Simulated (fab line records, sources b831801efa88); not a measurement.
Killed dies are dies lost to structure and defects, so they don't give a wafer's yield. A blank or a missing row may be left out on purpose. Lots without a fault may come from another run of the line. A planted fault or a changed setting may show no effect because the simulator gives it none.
One fault seen from 2 desks | flow gf180mcu | each desk has only its own numbers; what lay behind them comes last

THE TOOL OWNER'S DESK: implanter-04
The tool's own readings at GF_HV_LDD_IMPLANT_09: means of the sampled wafers that have a number, for each lot that ran on this tool. A lot is out of limits, marked OUT, if its mean lies more than 4 standard deviations from the usual mean; the brackets give that distance.
Columns: A = beam_on_s at GF_HV_LDD_IMPLANT_09, usual 10.01 s; B = dose_ions_cm2 at GF_HV_LDD_IMPLANT_09, usual 1.0001e+14; C = faraday_current_uA at GF_HV_LDD_IMPLANT_09, usual 563
lot  | first seen here | A     | B                            | C
L839 | day 10 07:16    | 9.92  | 1.0011e+14                   | 569
L841 | day 10 18:40    | 9.98  | 9.9923e+13                   | 565
L844 | day 11 14:46    | 10.06 | 1.0003e+14                   | 561
L846 | day 11 23:55    | 10.27 | 1.0005e+14                   | 550
L849 | day 13 04:27    | 10.03 | 1.0001e+14                   | 562
L856 | day 15 10:55    | 9.82  | 8.8657e+13 (-99 or more) OUT | 507 (-4.3) OUT
L858 | day 15 21:13    | 10.10 | 8.8470e+13 (-99 or more) OUT | 494 (-5.3) OUT
This desk's finding: out of limits on L856, L858; first on L856, day 15 10:55 (dose_ions_cm2 at GF_HV_LDD_IMPLANT_09). In limits: L839, L841, L844, L846, L849.

THE METROLOGY DESK
What the gauges read, lot by lot, whatever tool the lot ran on: means of the sampled wafers that have a number. A lot is out of limits, marked OUT, if its mean lies more than 4 standard deviations from the usual mean; the brackets give that distance.
Columns: A = INCOMING_BOW at GF_STI_BOW_MEAS_00, usual 1 um; B = VT_IMPLANT_01_OVL at GF_VT_IMPLANT_OVL_MEAS_18, usual 1.1 nm; C = HV_LDD_TW at GF_HV_LDD_TW_MEAS_11, usual 2409; D = HV_LDD_RS at GF_HV_LDD_RS_MEAS_53, usual 418.3 ohm/sq; E = SAB_CVD_00_THK at GF_SAB_THK_MEAS_01, usual 50.0 nm
lot  | first seen here | A  | B    | C               | D               | E
L839 | day 1 10:01     | -6 | 0.8  | 2411            | 418.8           | 49.7
L840 | day 1 15:00     | -1 | -0.2 | 2412            | 418.8           | 49.8
L841 | day 1 20:00     | 2  | 1.3  | 2403            | 417.8           | 49.4
L842 | day 2 01:01     | 5  | 1.8  | 2408            | 418.9           | 49.3
L844 | day 2 11:02     | 6  | 0.3  | 2410            | 418.2           | 50.0
L846 | day 2 21:01     | -3 | 0.6  | 2404            | 418.8           | 49.6
L848 | day 3 07:00     | 2  | 0.5  | 2390            | 418.1           | 50.6
L849 | day 3 12:00     | -4 | 1.1  | 2405            | 416.6           | 49.9
L851 | day 3 22:00     | -2 | 1.5  | 2403            | 418.2           | 50.1
L856 | day 4 23:00     | -3 | 0.3  | 2333 (-7.6) OUT | 441.0 (+28) OUT | 50.3
L857 | day 5 04:00     | 1  | 2.2  | 2407            | 417.8           | 50.3
L858 | day 5 09:00     | 5  | 2.6  | 2346 (-6.3) OUT | 440.9 (+28) OUT | 50.9
L861 | day 6 00:01     | 2  | 2.8  | 2403            | 418.3           | 50.5
This desk's finding: out of limits on L856, L858; first on L856, day 15 11:10 (HV_LDD_TW at GF_HV_LDD_TW_MEAS_11). In limits: L839, L840, L841, L842, L844, L846, L848, L849, L851, L857, L861.

PUT TOGETHER
The tool owner's desk could have raised an alarm at day 15 10:55, on L856, L858.
The metrology desk could have raised an alarm at day 15 11:10, on L856, L858.
Of the lots named, all ran GF_HV_LDD_IMPLANT_09 on implanter-04.

WHAT THE SIMULATOR HAD PUT IN
Process parameter drift: implanter-04, from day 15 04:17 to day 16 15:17, at GF_HV_LDD_IMPLANT_09. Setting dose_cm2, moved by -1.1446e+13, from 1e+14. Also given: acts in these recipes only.
Lots struck among those shown: L856, L858.
Hours from the fault's start to each desk's first reading out of limits: the tool owner's desk, 7; the metrology desk, 7.
